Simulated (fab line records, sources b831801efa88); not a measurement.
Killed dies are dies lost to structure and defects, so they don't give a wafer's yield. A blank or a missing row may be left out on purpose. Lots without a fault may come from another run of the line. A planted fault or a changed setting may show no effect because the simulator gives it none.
fab line records | flow sky130
record lots=5 wafers=15 last_day=50
route steps=708 shown LI_CONTACT@364 LOCAL_INTERCONNECT@387
lots that met no fault: from a run of the same line without faults
start_h: hours from the record's first day to the start of the lot's first wafer shown | wait_h: hours since the lot's step before | " the same as in the row above | L1.1+2: a row that stands for several wafers | - no value, or no start given | * or withheld: withheld | < > ~ a bound
route shown NAME@n: a module of which the file shows steps, and the number in the route of the first | usual: mean/standard deviation of fault-free wafers | same: alike in all rows | chamber/n: place in a boat | sites: the reading at each site | _std_site: their standard deviation | _edge_site: outer sites' mean less inner sites' | radius_mm: how far each site lies from the wafer's centre | mask NAME#n: copy n | behind: the tool/chamber that last shaped the wafer | hold: why the lot was held/for how many hours/how that ended | device: the transistor (n, p or np) that didn't switch | end of line: the same wafers' tests at the end of the route | a step without rows: its recipe alone | killed: dies lost to structure and defects at the first sort, not the wafer's yield | map: a wafer's dies, x killed, . not, _ none there
set.NAME: the setting as run; set.NAME@STEP: as run at that earlier step | model.NAME: the simulator's own value behind a step, which no gauge read
lots at some steps of the route; a table a step, a row a wafer
services: from which hour (start_h, from the record's first day; less than 0 if before it) a tool's chamber was out of use, for how many hours, and why
## steps
# step SKY_LI_CONTACT_CMP_02
# recipe material=PSG down_force_psi=4 platen_rpm=60 pad_velocity_m_s=0.94248
# usual motor_current_A=11.3/0.66 platen_rpm=60.00/0.036 time_to_endpoint_s=33/4.2
# columns lot.wafer tool chamber start_h wait_h motor_current_A platen_rpm time_to_endpoint_s
L074.2 cmp-02 3 667.31 0.0 11.7 60.02 35
L074.1 " 1 " " 11.7 59.99 30
L074.6 " 3 " " 12.0 59.96 36
L080.3 cmp-02 0 707.04 0.0 10.8 59.95 35
L080.4 " 1 " " 11.8 59.93 38
L080.1 " 3 " " 11.7 60.06 44
L087.1 cmp-01 3 763.56 0.1 10.6 60.04 37
L087.5 " 2 " " 11.1 59.96 35
L087.6 " 3 " " 10.8 59.97 36
L091.2 cmp-01 0 782.39 0.0 10.9 59.99 32
L091.4 " 1 " " 12.4 59.93 36
L091.5 " 1 " " 12.1 59.99 38
L096.2 cmp-01 3 824.25 0.1 11.0 59.99 35
L096.1 " 0 " " 10.9 59.98 29
L096.6 " 2 " " 10.7 60.01 31
# step SKY_LI_CONTACT_BOW_MEAS_03
# recipe mode=bow
# usual LI_CONTACT_BOW=56/6.5
# columns lot.wafer tool chamber start_h wait_h LI_CONTACT_BOW[um]
L074.1 film_metro-02 - 667.61 0.1 60
L074.2 " - " " 65
L074.6 " - " " 59
L080.1 film_metro-02 - 707.34 0.1 54
L080.3 " - " " 54
L080.4 " - " " 56
L087.1 film_metro-02 - 763.81 0.2 65
L087.5 " - " " 50
L087.6 " - " " 65
L091.2 film_metro-02 - 782.71 0.3 71
L091.4 " - " " 52
L091.5 " - " " 47
L096.1 film_metro-03 - 824.50 0.1 52
L096.2 " - " " 47
L096.6 " - " " 50
# step SKY_LI_CONTACT_DEHYDRATE_04
# recipe temp_c=200 time_s=60
# usual plate_temp_C=199.97/0.16
# columns lot.wafer tool chamber start_h wait_h plate_temp_C
L074.1 litho_track-04 0 681.05 13.4 200.13
L074.2 " 0 " " 200.07
L074.6 " 0 " " 200.10
L080.1 litho_track-04 0 720.35 13.0 200.01
L080.3 " 0 " " 200.10
L080.4 " 0 " " 200.27
L087.1 litho_track-02 0 776.71 12.9 199.95
L087.5 " 0 " " 199.91
L087.6 " 0 " " 199.97
L091.2 litho_track-04 0 795.13 12.4 199.93
L091.4 " 0 " " 199.91
L091.5 " 0 " " 200.26
L096.1 litho_track-04 0 837.05 12.5 199.76
L096.2 " 0 " " 199.62
L096.6 " 0 " " 199.79
# step SKY_LI_CONTACT_HMDS_05
# recipe prime_time_s=60 prime_temp_c=120
# columns lot.wafer tool chamber start_h wait_h
L074.1+2+6 litho_track-04 0 681.20 0.1
L080.1+3+4 litho_track-04 0 720.50 0.1
L087.1+5+6 litho_track-02 0 776.86 0.1
L091.2+4+5 litho_track-04 0 795.28 0.1
L096.1+2+6 litho_track-04 0 837.20 0.1
# step SKY_LI_CONTACT_COAT_06
# recipe resist=BARC temp_c=withheld time_s=withheld spin_rpm=3000 resist_thk_nm=60
# columns lot.wafer tool chamber start_h wait_h
L074.1+2+6 litho_track-04 0 681.35 0.1
L080.1+3+4 litho_track-04 0 720.65 0.1
L087.1+5+6 litho_track-02 0 777.01 0.1
L091.2+4+5 litho_track-04 0 795.43 0.1
L096.1+2+6 litho_track-04 0 837.35 0.1
# step SKY_LI_CONTACT_COAT_07
# recipe resist=KrF-thick spin_rpm=3000 resist_thk_nm=450
# columns lot.wafer tool chamber start_h wait_h
L074.1+2+6 litho_track-04 0 - -
L080.1+3+4 litho_track-04 0 - -
L087.1+5+6 litho_track-02 0 - -
L091.2+4+5 litho_track-04 0 - -
L096.1+2+6 litho_track-04 0 - -
# step SKY_LI_CONTACT_SOFTBAKE_08
# recipe temp_c=100 time_s=90 resist=KrF-thick
# usual plate_temp_C=100.02/0.14
# columns lot.wafer tool chamber start_h wait_h plate_temp_C
L074.1 litho_track-04 0 - - 100.10
L074.2 " 0 " " 99.98
L074.6 " 0 " " 100.13
L080.1 litho_track-04 0 - - 99.93
L080.3 " 0 " " 100.02
L080.4 " 0 " " 100.03
L087.1 litho_track-02 0 - - 99.86
L087.5 " 0 " " 99.81
L087.6 " 0 " " 99.77
L091.2 litho_track-04 0 - - 100.06
L091.4 " 0 " " 99.92
L091.5 " 0 " " 100.16
L096.1 litho_track-04 0 - - 99.96
L096.2 " 0 " " 99.81
L096.6 " 0 " " 99.97
# step SKY_LI_CONTACT_EXPOSE_09
# recipe mask_id=LICM1 na=0.8 source_shape=annular sigma_inner=0.55 sigma_outer=0.85 target_cd_nm=170 dose_mj=38
# same sigma_outer=0.85
# columns lot.wafer tool chamber start_h wait_h mask
L074.1+2+6 krf_scanner-02 0 - - LICM1#0
L080.1+3+4 krf_scanner-02 0 - - LICM1#0
L087.1+5+6 krf_scanner-02 0 - - LICM1#0
L091.2+4+5 krf_scanner-01 0 - - LICM1#0
L096.1+2+6 krf_scanner-01 0 - - LICM1#0
# step SKY_LI_CONTACT_PEB_10
# recipe peb_temp_c=withheld peb_time_s=withheld resist=KrF-thick
# columns lot.wafer tool chamber start_h wait_h
L074.1+2+6 litho_track-02 0 - -
L080.1+3+4 litho_track-02 0 - -
L087.1+5+6 litho_track-04 0 - -
L091.2+4+5 litho_track-03 0 - -
L096.1+2+6 litho_track-03 0 - -
# step SKY_LI_CONTACT_DEVELOP_11
# recipe develop_time_s=60 resist=KrF-thick dev_temp_c=21
# columns lot.wafer tool chamber start_h wait_h
L074.1+2+6 litho_track-02 0 - -
L080.1+3+4 litho_track-02 0 - -
L087.1+5+6 litho_track-04 0 - -
L091.2+4+5 litho_track-03 0 - -
L096.1+2+6 litho_track-03 0 - -
# step SKY_LI_CONTACT_CD_MEAS_12
# recipe target_cd_nm=170
# usual cd_nm=169.6/1.3
# columns lot.wafer tool chamber start_h wait_h cd_nm
L074.1 cd_sem-02 - 695.66 - 169.6
L074.2 " - " " 171.4
L074.6 " - " " 171.1
L080.1 cd_sem-02 - 734.56 - 170.3
L080.3 " - " " 170.7
L080.4 " - " " 170.3
L087.1 cd_sem-01 - 791.00 - 166.2
L087.5 " - " " 167.2
L087.6 " - " " 166.8
L091.2 cd_sem-01 - 808.41 - 169.2
L091.4 " - " " 170.9
L091.5 " - " " 169.2
L096.1 cd_sem-02 - 850.89 - 169.1
L096.2 " - " " 168.9
L096.6 " - " " 169.7
# step SKY_LI_CONTACT_OVL_MEAS_13
# usual LI_CONTACT_OVL=0/7
# columns lot.wafer tool chamber start_h wait_h LI_CONTACT_OVL[nm]
L074.1 overlay-01 - 695.78 0.1 8
L074.2 " - " " 4
L074.6 " - " " 7
L080.1 overlay-01 - 734.68 0.1 -6
L080.3 " - " " -4
L080.4 " - " " 4
L087.1 overlay-02 - 791.12 0.1 6
L087.5 " - " " 14
L087.6 " - " " 2
L091.2 overlay-02 - 808.51 0.1 -2
L091.4 " - " " 3
L091.5 " - " " 1
L096.1 overlay-02 - 851.01 0.1 12
L096.2 " - " " 10
L096.6 " - " " 13
# step SKY_LI_CONTACT_ETCH_14
# recipe chemistry=N2/H2 target=BARC ion_energy_ev=200 source_w=500 bias_w=100 pressure_mtorr=30 n2_flow_sccm=100 h2_flow_sccm=200 stop_on=SiO2 time_s=45.9 target_depth_a=600
# usual bias_w=100.0/0.34 drypump_motor_current_A=5.6/0.48 oes_product_au=0.855/0.0049 throttle_valve_pct=13.225/0.0095
# columns lot.wafer tool chamber start_h wait_h bias_w drypump_motor_current_A oes_product_au rf_hours_counter_h throttle_valve_pct
L074.1 rie_diel-02 0 695.82 0.0 99.3 6.6 0.859 19 13.216
L074.2 " 3 " " 99.5 5.2 0.863 31 13.203
L074.6 " 3 " " 99.6 5.2 0.853 - 13.230
L080.1 rie_diel-02 3 734.72 0.0 99.6 5.2 0.850 32 13.228
L080.3 " 1 " " 100.5 5.2 0.858 4 13.233
L080.4 " 2 " " 100.3 5.5 0.851 13 13.234
L087.1 rie_diel-04 3 791.16 0.0 99.8 6.1 0.854 27 13.224
L087.5 " 0 " " 100.1 5.1 0.850 - 13.216
L087.6 " 3 " " 100.0 6.1 0.853 - 13.229
L091.2 rie_diel-03 2 808.54 0.0 99.2 5.5 0.861 20 13.233
L091.4 " 3 " " 99.7 5.9 0.851 - 13.221
L091.5 " 0 " " 99.9 5.2 0.860 - 13.215
L096.1 rie_diel-03 1 851.04 0.0 100.3 5.1 0.854 12 13.212
L096.2 " 3 " " 99.2 6.0 0.860 14 13.228
L096.6 " 2 " " 100.1 5.5 0.860 - 13.234
# step SKY_LI_CONTACT_ETCH_15
# recipe target=PSG chemistry=C4F8/O2/Ar stop_on=Si taper_deg=4.15 mask_material=KrF-thick source_w=1500 bias_w=1200 pressure_mtorr=40 c4f8_flow_sccm=withheld O2_flow_sccm=6 Ar_flow_sccm=300 time_s=withheld target_depth_a=6000
# usual bias_w=1200/3.4 oes_product_au=0.837/0.0046
# columns lot.wafer tool chamber start_h wait_h bias_w oes_product_au
L074.1 rie_diel-02 0 695.86 0.0 1200 0.830
L074.2 " 3 " " 1195 0.835
L074.6 " 3 " " 1195 0.835
L080.1 rie_diel-02 3 734.76 0.0 1194 0.840
L080.3 " 1 " " 1200 0.843
L080.4 " 2 " " 1205 0.841
L087.1 rie_diel-04 3 791.20 0.0 1199 0.836
L087.5 " 0 " " 1199 0.839
L087.6 " 3 " " 1202 0.829
L091.2 rie_diel-03 2 808.58 0.0 1198 0.841
L091.4 " 3 " " 1200 0.840
L091.5 " 0 " " 1209 0.831
L096.1 rie_diel-03 1 851.08 0.0 1199 0.845
L096.2 " 3 " " 1199 0.833
L096.6 " 2 " " 1202 0.828
# step SKY_LI_CONTACT_STRIP_16
# recipe chemistry=O2/N2 power_w=1400 pressure_mtorr=1500 platen_temp_c=withheld o2_flow_sccm=3000 n2_flow_sccm=300 overash_fraction=0.5
# usual drypump_motor_current_A=5.7/0.45 oes_product_au=0.375/0.0048 strip_time_to_endpoint_s=3.47/0.045
# same overash_fraction=0.5
# columns lot.wafer tool chamber start_h wait_h drypump_motor_current_A oes_product_au rf_hours_counter_h strip_time_to_endpoint_s
L074.1 plasma_asher-04 0 695.95 - 5.7 0.373 88 3.49
L074.2 " 1 " " 6.0 0.379 88 3.52
L074.6 " 1 " " 6.0 0.372 - 3.52
L080.1 plasma_asher-04 0 734.85 - 5.8 0.380 91 3.46
L080.3 " 1 " " 6.0 0.377 - 3.51
L080.4 " 0 " " 5.8 0.370 - 3.44
L087.1 plasma_asher-04 1 791.29 - 6.0 0.371 97 3.51
L087.5 " 0 " " 5.7 0.380 - 3.51
L087.6 " 1 " " 6.0 0.373 - 3.50
L091.2 plasma_asher-02 1 808.67 - 5.4 0.375 37 3.44
L091.4 " 1 " " 5.4 0.384 - 3.53
L091.5 " 0 " " 5.0 0.382 - 3.56
L096.1 plasma_asher-01 0 851.17 - 6.4 0.373 11 3.51
L096.2 " 1 " " 5.6 0.377 11 3.48
L096.6 " 0 " " 6.4 0.370 - 3.40
# step SKY_LI_CONTACT_CLEAN_17
# recipe chemistry=NMP time_s=600 temp_c=60 dry=n2_spin
# usual bath_guard_temp_C=60.2/0.47
# columns lot.wafer tool chamber start_h wait_h bath_guard_temp_C
L074.1 wet_bench-01 3 696.05 0.1 60.0
L074.2 " 3 " " 60.2
L074.6 " 3 " " 60.1
L080.1 wet_bench-01 0 734.95 0.1 60.9
L080.3 " 0 " " 60.9
L080.4 " 0 " " 60.8
L087.1 wet_bench-04 3 791.39 0.1 60.7
L087.5 " 3 " " 60.2
L087.6 " 3 " " 59.9
L091.2 wet_bench-02 1 808.77 0.1 60.0
L091.4 " 1 " " 60.4
L091.5 " 1 " " 60.1
L096.1 wet_bench-04 1 851.27 0.1 60.6
L096.2 " 1 " " 60.4
L096.6 " 1 " " 60.4
# step SKY_LI_CONTACT_PRE_CLEAN_18
# recipe gas=Ar time_s=5.6 bias_v=358
# columns lot.wafer tool chamber start_h wait_h
L074.1+2+6 pvd_sputter-03 - 696.22 0.0
L080.1+3+4 pvd_sputter-03 - 735.14 0.0
L087.1+5+6 pvd_sputter-04 - 791.56 0.0
L091.2+4+5 pvd_sputter-03 - 808.95 0.0
L096.1+2+6 pvd_sputter-02 - 851.45 0.0
# step SKY_LI_CONTACT_SPUTTER_19
# recipe material=Ti target_thk_nm=20 chamber_pressure_pa=5 power_w=2500 substrate_temp_c=200 time_s=106.37
# usual throttle_valve_pct=30.4/1.1
# columns lot.wafer tool chamber start_h wait_h throttle_valve_pct
L074.1 pvd_sputter-03 - 696.24 0.0 30.5
L074.2 " - " " 30.3
L074.6 " - " " 30.7
L080.1 pvd_sputter-03 - 735.16 0.0 28.4
L080.3 " - " " 30.7
L080.4 " - " " 30.4
L087.1 pvd_sputter-04 - 791.58 0.0 30.3
L087.5 " - " " 30.3
L087.6 " - " " 30.4
L091.2 pvd_sputter-03 - 808.96 0.0 30.3
L091.4 " - " " 30.6
L091.5 " - " " 28.6
L096.1 pvd_sputter-02 - 851.47 0.0 31.7
L096.2 " - " " 31.2
L096.6 " - " " 31.2
# step SKY_LI_CONTACT_SPUTTER_20
# recipe material=TiN target_thk_nm=20 chamber_pressure_pa=5 power_w=4000 time_s=80
# usual throttle_valve_pct=30.4/1.1
# columns lot.wafer tool chamber start_h wait_h throttle_valve_pct
L074.1 pvd_sputter-03 - 696.32 0.0 30.3
L074.2 " - " " 30.2
L074.6 " - " " 30.7
L080.1 pvd_sputter-03 - 735.23 0.0 28.2
L080.3 " - " " 30.6
L080.4 " - " " 30.4
L087.1 pvd_sputter-04 - 791.66 0.0 30.3
L087.5 " - " " 30.3
L087.6 " - " " 30.0
L091.2 pvd_sputter-03 - 809.04 0.0 29.9
L091.4 " - " " 30.9
L091.5 " - " " 28.4
L096.1 pvd_sputter-02 - 851.54 0.0 31.7
L096.2 " - " " 31.3
L096.6 " - " " 31.2
# step SKY_LI_CONTACT_CVD_21
# recipe material=W target_thk_nm=400 time_s=120.56 temp_c=400 pressure_torr=40
# usual chamber_pressure_Torr=39.99/0.086 heater_power_w=883/86
# columns lot.wafer tool chamber start_h wait_h chamber_pressure_Torr heater_power_w since_wet_clean_h
L074.1 cvd_w-01 0 696.38 0.0 40.03 993 292
L074.2 " 1 " " 40.04 769 292
L074.6 " 0 " " 39.84 971 -
L080.1 cvd_w-01 0 735.29 0.0 40.04 957 331
L080.3 " 1 " " 39.94 736 -
L080.4 " 0 " " 39.95 988 -
L087.1 cvd_w-02 0 791.72 0.0 39.97 922 888
L087.5 " 1 " " 40.04 830 -
L087.6 " 0 " " 39.95 926 -
L091.2 cvd_w-01 0 809.10 0.0 39.96 969 405
L091.4 " 0 " " 40.07 975 -
L091.5 " 1 " " 39.97 787 -
L096.1 cvd_w-02 1 851.60 0.0 40.00 798 948
L096.2 " 0 " " 39.94 929 948
L096.6 " 0 " " 39.98 938 -
# step SKY_LI_CONTACT_RS_MEAS_22
# recipe thk_meas_gauge=four-point-probe reads=W_of_LI_CONTACT_CVD_21+TiN_of_LI_CONTACT_SPUTTER_20+Ti_of_LI_CONTACT_SPUTTER_19
# usual LI_CONTACT_W_RS=0.286/0.0044
# columns lot.wafer tool chamber start_h wait_h LI_CONTACT_W_RS[ohm/sq]
L074.1 film_metro-02 - 696.50 0.1 0.292
L074.2 " - " " 0.289
L074.6 " - " " 0.287
L080.1 film_metro-01 - 735.42 0.1 0.292
L080.3 " - " " 0.292
L080.4 " - " " 0.289
L087.1 film_metro-02 - 791.84 0.1 0.288
L087.5 " - " " 0.278
L087.6 " - " " 0.288
L091.2 film_metro-02 - 809.25 0.1 0.288
L091.4 " - " " 0.290
L091.5 " - " " 0.290
L096.1 film_metro-02 - 851.73 0.1 0.280
L096.2 " - " " 0.289
L096.6 " - " " 0.287
# step SKY_LI_CONTACT_THK_MEAS_23
# recipe thk_meas_gauge=xrf reads=W_of_LI_CONTACT_CVD_21
# usual LI_CONTACT_W_THK=382/8.3
# columns lot.wafer tool chamber start_h wait_h LI_CONTACT_W_THK[nm]
L074.1 film_metro-02 - 696.62 0.1 379
L074.2 " - " " 382
L074.6 " - " " 382
L080.1 film_metro-01 - 735.54 0.1 377
L080.3 " - " " 376
L080.4 " - " " 381
L087.1 film_metro-02 - 791.96 0.1 380
L087.5 " - " " 394
L087.6 " - " " 381
L091.2 film_metro-02 - 809.36 0.1 383
L091.4 " - " " 380
L091.5 " - " " 377
L096.1 film_metro-02 - 851.85 0.1 401
L096.2 " - " " 388
L096.6 " - " " 389
# step SKY_LI_CONTACT_CMP_24
# recipe stop_on=PSG t_overpolish_s=20 down_force_psi=3.5 platen_rpm=60 target_thk_nm=0 pad_velocity_m_s=0.94248
# usual motor_current_A=10.4/0.55 overpolish_run_s=20.001/0.01 platen_rpm=60.00/0.04 time_to_endpoint_s=98/6.2
# columns lot.wafer tool chamber start_h wait_h motor_current_A overpolish_run_s platen_rpm time_to_endpoint_s
L074.2 cmp-01 0 696.78 0.1 9.6 19.999 60.03 96
L074.1 " 1 " " 10.7 20.010 59.95 98
L074.6 " 2 " " 10.0 20.008 59.97 97
L080.1 cmp-02 0 735.60 0.1 10.2 19.994 59.91 99
L080.3 " 1 " " 11.0 20.016 59.99 95
L080.4 " 2 " " 10.3 20.007 60.00 88
L087.1 cmp-02 2 792.17 0.2 10.7 20.001 60.02 87
L087.5 " 3 " " 11.6 20.014 60.03 111
L087.6 " 0 " " 10.8 20.002 60.01 99
L091.4 cmp-02 2 809.51 0.1 11.1 19.997 59.99 86
L091.2 " 3 " " 10.9 19.999 60.00 109
L091.5 " 0 " " 9.9 19.988 59.98 97
L096.2 cmp-02 3 851.91 0.0 9.7 19.980 60.07 105
L096.1 " 2 " " 11.1 20.005 60.01 89
L096.6 " 3 " " 10.6 20.001 60.00 105
# step SKY_LOCAL_INTERCONNECT_SPUTTER_00
# recipe material=TiN target_thk_nm=100 temp_c=300 power_w=6500 time_s=83.3 chamber_pressure_pa=0.4
# usual throttle_valve_pct=30.5/0.99
# columns lot.wafer tool chamber start_h wait_h throttle_valve_pct
L074.1 pvd_sputter-02 - 696.98 0.1 29.1
L074.2 " - " " 31.9
L074.6 " - " " 32.1
L080.1 pvd_sputter-01 - 735.90 0.2 30.9
L080.3 " - " " 29.9
L080.4 " - " " 29.3
L087.1 pvd_sputter-01 - 792.32 0.1 30.3
L087.5 " - " " 30.9
L087.6 " - " " 30.7
L091.2 pvd_sputter-02 - 809.71 0.1 31.5
L091.4 " - " " 31.2
L091.5 " - " " 31.9
L096.1 pvd_sputter-02 - 852.21 0.1 31.3
L096.2 " - " " 29.1
L096.6 " - " " 29.0
# step SKY_LOCAL_INTERCONNECT_RS_MEAS_01
# recipe thk_meas_gauge=four-point-probe reads=TiN_of_LOCAL_INTERCONNECT_SPUTTER_00
# usual LOCAL_INTERCONNECT_TIN_RS=14.18/0.23
# columns lot.wafer tool chamber start_h wait_h LOCAL_INTERCONNECT_TIN_RS[ohm/sq]
L074.1 film_metro-04 - 697.05 0.0 14.18
L074.2 " - " " 13.79
L074.6 " - " " 13.81
L080.1 film_metro-04 - 735.96 0.0 14.36
L080.3 " - " " 14.08
L080.4 " - " " 13.80
L087.1 film_metro-01 - 792.39 0.0 14.02
L087.5 " - " " 14.15
L087.6 " - " " 13.97
L091.2 film_metro-02 - 809.79 0.1 14.05
L091.4 " - " " 14.23
L091.5 " - " " 14.02
L096.1 film_metro-04 - 852.27 0.0 14.33
L096.2 " - " " 14.36
L096.6 " - " " 14.28
# step SKY_LOCAL_INTERCONNECT_THK_MEAS_02
# recipe thk_meas_gauge=xrf reads=TiN_of_LOCAL_INTERCONNECT_SPUTTER_00
# usual LOCAL_INTERCONNECT_TIN_THK=99.8/1.6
# columns lot.wafer tool chamber start_h wait_h LOCAL_INTERCONNECT_TIN_THK[nm]
L074.1 film_metro-04 - 697.17 0.1 100.3
L074.2 " - " " 103.0
L074.6 " - " " 102.6
L080.1 film_metro-04 - 736.08 0.1 98.3
L080.3 " - " " 100.7
L080.4 " - " " 102.0
L087.1 film_metro-01 - 792.51 0.1 100.9
L087.5 " - " " 100.0
L087.6 " - " " 101.0
L091.2 film_metro-02 - 809.90 0.1 100.5
L091.4 " - " " 99.7
L091.5 " - " " 100.8
L096.1 film_metro-04 - 852.39 0.1 98.8
L096.2 " - " " 98.1
L096.6 " - " " 98.8
# step SKY_LOCAL_INTERCONNECT_DEHYDRATE_03
# recipe temp_c=200 time_s=60
# usual plate_temp_C=199.99/0.15
# columns lot.wafer tool chamber start_h wait_h plate_temp_C
L074.1 litho_track-03 0 710.89 13.7 200.01
L074.2 " 0 " " 200.06
L074.6 " 0 " " 200.19
L080.1 litho_track-03 0 748.74 12.6 199.96
L080.3 " 0 " " 199.83
L080.4 " 0 " " 200.34
L087.1 litho_track-01 0 804.83 12.3 200.05
L087.5 " 0 " " 200.15
L087.6 " 0 " " 200.06
L091.2 litho_track-03 0 822.91 13.0 199.94
L091.4 " 0 " " 199.95
L091.5 " 0 " " 199.82
L096.1 litho_track-04 0 864.65 12.3 199.85
L096.2 " 0 " " 200.22
L096.6 " 0 " " 200.18
# step SKY_LOCAL_INTERCONNECT_HMDS_04
# recipe prime_time_s=60 prime_temp_c=120
# columns lot.wafer tool chamber start_h wait_h
L074.1+2+6 litho_track-03 0 711.04 0.1
L080.1+3+4 litho_track-03 0 748.89 0.1
L087.1+5+6 litho_track-01 0 804.98 0.1
L091.2+4+5 litho_track-03 0 823.06 0.1
L096.1+2+6 litho_track-04 0 864.80 0.1
# step SKY_LOCAL_INTERCONNECT_COAT_05
# recipe resist=BARC temp_c=withheld time_s=withheld spin_rpm=3000 resist_thk_nm=60
# columns lot.wafer tool chamber start_h wait_h
L074.1+2+6 litho_track-03 0 711.19 0.1
L080.1+3+4 litho_track-03 0 749.04 0.1
L087.1+5+6 litho_track-01 0 805.13 0.1
L091.2+4+5 litho_track-03 0 823.21 0.1
L096.1+2+6 litho_track-04 0 864.95 0.1
# step SKY_LOCAL_INTERCONNECT_COAT_06
# recipe resist=KrF-thick spin_rpm=3000 resist_thk_nm=450
# columns lot.wafer tool chamber start_h wait_h
L074.1+2+6 litho_track-03 0 - -
L080.1+3+4 litho_track-03 0 - -
L087.1+5+6 litho_track-01 0 - -
L091.2+4+5 litho_track-03 0 - -
L096.1+2+6 litho_track-04 0 - -
# step SKY_LOCAL_INTERCONNECT_SOFTBAKE_07
# recipe temp_c=100 time_s=90 resist=KrF-thick
# usual plate_temp_C=100.00/0.13
# columns lot.wafer tool chamber start_h wait_h plate_temp_C
L074.1 litho_track-03 0 - - 99.98
L074.2 " 0 " " 100.14
L074.6 " 0 " " 100.11
L080.1 litho_track-03 0 - - 100.01
L080.3 " 0 " " 99.95
L080.4 " 0 " " 99.98
L087.1 litho_track-01 0 - - 100.16
L087.5 " 0 " " 100.03
L087.6 " 0 " " 99.95
L091.2 litho_track-03 0 - - 100.26
L091.4 " 0 " " 100.00
L091.5 " 0 " " 100.02
L096.1 litho_track-04 0 - - 99.87
L096.2 " 0 " " 100.08
L096.6 " 0 " " 100.00
# step SKY_LOCAL_INTERCONNECT_EXPOSE_08
# recipe mask_id=LI1M na=0.8 source_shape=annular sigma_inner=0.55 sigma_outer=0.85 target_cd_nm=170 dose_mj=28
# same sigma_outer=0.85
# columns lot.wafer tool chamber start_h wait_h mask
L074.1+2+6 krf_scanner-01 0 - - LI1M#0
L080.1+3+4 krf_scanner-02 0 - - LI1M#0
L087.1+5+6 krf_scanner-01 0 - - LI1M#0
L091.2+4+5 krf_scanner-01 0 - - LI1M#0
L096.1+2+6 krf_scanner-02 0 - - LI1M#0
# step SKY_LOCAL_INTERCONNECT_PEB_09
# recipe peb_temp_c=withheld peb_time_s=withheld resist=KrF-thick
# columns lot.wafer tool chamber start_h wait_h
L074.1+2+6 litho_track-03 0 - -
L080.1+3+4 litho_track-01 0 - -
L087.1+5+6 litho_track-01 0 - -
L091.2+4+5 litho_track-03 0 - -
L096.1+2+6 litho_track-04 0 - -
# step SKY_LOCAL_INTERCONNECT_DEVELOP_10
# recipe develop_time_s=60 resist=KrF-thick dev_temp_c=21
# columns lot.wafer tool chamber start_h wait_h
L074.1+2+6 litho_track-03 0 - -
L080.1+3+4 litho_track-01 0 - -
L087.1+5+6 litho_track-01 0 - -
L091.2+4+5 litho_track-03 0 - -
L096.1+2+6 litho_track-04 0 - -
# step SKY_LOCAL_INTERCONNECT_CD_MEAS_11
# recipe target_cd_nm=170
# usual cd_nm=169.8/1.6
# columns lot.wafer tool chamber start_h wait_h cd_nm
L074.1 cd_sem-02 - 725.44 - 169.6
L074.2 " - " " 168.8
L074.6 " - " " 169.2
L080.1 cd_sem-01 - 763.28 - 168.8
L080.3 " - " " 168.7
L080.4 " - " " 169.0
L087.1 cd_sem-02 - 819.03 - 166.2
L087.5 " - " " 168.1
L087.6 " - " " 168.1
L091.2 cd_sem-01 - 836.61 - 171.2
L091.4 " - " " 170.0
L091.5 " - " " 171.0
L096.1 cd_sem-02 - 879.05 - 172.2
L096.2 " - " " 171.3
L096.6 " - " " 171.1
# step SKY_LOCAL_INTERCONNECT_OVL_MEAS_12
# usual LOCAL_INTERCONNECT_OVL=1/4.6
# columns lot.wafer tool chamber start_h wait_h LOCAL_INTERCONNECT_OVL[nm]
L074.1 overlay-01 - 725.56 0.1 -3
L074.2 " - " " -8
L074.6 " - " " -4
L080.1 overlay-02 - 763.40 0.1 4
L080.3 " - " " 1
L080.4 " - " " -3
L087.1 overlay-01 - 819.15 0.1 -2
L087.5 " - " " -3
L087.6 " - " " -7
L091.2 overlay-01 - 836.71 0.1 15
L091.4 " - " " 5
L091.5 " - " " 3
L096.1 overlay-01 - 879.17 0.1 7
L096.2 " - " " 11
L096.6 " - " " 1
# step SKY_LOCAL_INTERCONNECT_ETCH_13
# recipe chemistry=N2/H2 target=BARC ion_energy_ev=200 bias_w=100 pressure_mtorr=30 n2_flow_sccm=100 h2_flow_sccm=200 icp_w=500 stop_on=SiO2 time_s=45.9 target_depth_a=600
# usual bias_w=100.0/0.33 drypump_motor_current_A=5.7/0.5 oes_product_au=0.854/0.0043 throttle_valve_pct=13.225/0.0083
# columns lot.wafer tool chamber start_h wait_h bias_w drypump_motor_current_A oes_product_au rf_hours_counter_h throttle_valve_pct
L074.1 rie_metal-02 1 725.59 0.0 100.4 5.8 0.848 7 13.229
L074.2 " 1 " " 99.7 5.9 0.851 - 13.238
L074.6 " 1 " " 100.2 5.9 0.860 - 13.226
L080.1 rie_metal-02 1 763.44 0.0 100.2 5.8 0.847 9 13.218
L080.3 " 1 " " 100.0 5.8 0.852 - 13.229
L080.4 " 0 " " 100.1 6.3 0.851 - 13.215
L087.1 rie_metal-04 1 819.19 0.0 100.3 5.8 0.848 12 13.224
L087.5 " 1 " " 100.2 5.8 0.846 - 13.224
L087.6 " 0 " " 100.7 4.8 0.852 - 13.221
L091.2 rie_metal-02 0 836.74 0.0 100.4 6.3 0.851 4 13.235
L091.4 " 1 " " 99.8 5.8 0.858 - 13.219
L091.5 " 0 " " 100.0 6.3 0.850 - 13.217
L096.1 rie_metal-02 1 879.21 0.0 100.0 5.8 0.859 14 13.220
L096.2 " 0 " " 99.7 6.3 0.847 6 13.207
L096.6 " 1 " " 100.2 5.8 0.852 - 13.223
## services
# columns tool chamber start_h hours kind
krf_scanner-01 - 646.83 0.8 pm
krf_scanner-01 - 647.58 36.0 pm
cmp-02 - 659.59 2.0 repair
krf_scanner-02 - 659.74 5.8 repair
cmp-02 - 664.75 0.3 repair
krf_scanner-01 - 683.58 1.3 pm
krf_scanner-01 - 684.88 0.8 pm
pvd_sputter-03 - 686.24 1.0 repair
krf_scanner-01 - 701.47 2.8 repair
krf_scanner-02 - 712.60 0.8 pm
krf_scanner-01 - 717.91 1.0 pm
krf_scanner-02 - 725.98 4.0 pm
krf_scanner-01 - 736.04 6.2 repair
pvd_sputter-03 - 736.96 16.1 repair
krf_scanner-02 - 742.20 0.2 repair
cmp-02 - 744.00 4.0 pm
pvd_sputter-02 - 744.63 0.5 repair
krf_scanner-01 - 749.28 3.1 repair
krf_scanner-01 - 753.57 0.8 repair
krf_scanner-02 - 765.77 1.0 pm
krf_scanner-02 - 806.64 1.3 pm
krf_scanner-02 - 830.95 10.3 repair
krf_scanner-02 - 840.56 0.3 repair
cmp-02 - 859.90 6.8 pm
## key
fault none
